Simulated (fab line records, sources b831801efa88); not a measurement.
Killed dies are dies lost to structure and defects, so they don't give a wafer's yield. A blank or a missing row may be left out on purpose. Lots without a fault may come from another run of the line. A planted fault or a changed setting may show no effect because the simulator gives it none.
Which tool did it? | flow sky130 | 11 lots, 33 wafers sampled, at 1 step of a route of 708

WHAT THE GAUGES READ, wafer by wafer
SKY_SD_P_CD_MEAS_07: target cd 380 nm.
lot  | measured     | on        | cd_nm (nm)
L364 | day 25 18:25 | cd_sem-01 | 380.2 379.2 379.4
L369 | day 27 09:52 | cd_sem-01 | 382.6 379.1 379.6
L370 | day 27 20:31 | cd_sem-01 | 381.9 381.1 382.4
L371 | day 28 05:02 | cd_sem-01 | 380.8 382.9 382.5
L372 | day 28 13:37 | cd_sem-02 | 378.9 378.5 377.3
L374 | day 29 09:19 | cd_sem-01 | 376.1 379.3 379.5
L375 | day 29 19:50 | cd_sem-02 | 379.2 379.6 378.7
L377 | day 30 12:38 | cd_sem-01 | 379.4 383.8 381.4
L378 | day 30 20:57 | cd_sem-02 | 380.0 381.0 381.7
L383 | day 32 00:34 | cd_sem-01 | 380.9 378.8 380.2
L386 | day 33 04:51 | cd_sem-01 | 378.8 378.7 377.8

WHICH TOOL RAN EACH LOT (tool, then ch and the chambers of the sampled wafers, then the start)
The record holds no process step before these readings.

THE ANSWER, worked out from the rows above alone
Rule: what is usual is taken from the lots themselves. Put in order of their means at a reading, lots are off if they are a third of the lots or fewer, leave a main group of 4 or more, and stand apart from it by a gap of 3 or more times the standard deviation of the main group's means; of several such gaps the widest counts. A main group whose means are all the same, to the digits that the tables above print for the reading, isn't used. A lot without any number at a reading at which 4 lots or more have one is off too. The other lots that the step has rows for count as sound.
No lot is off at any reading shown: from this, nothing can be told.

WHAT THE SIMULATOR HAD PUT IN
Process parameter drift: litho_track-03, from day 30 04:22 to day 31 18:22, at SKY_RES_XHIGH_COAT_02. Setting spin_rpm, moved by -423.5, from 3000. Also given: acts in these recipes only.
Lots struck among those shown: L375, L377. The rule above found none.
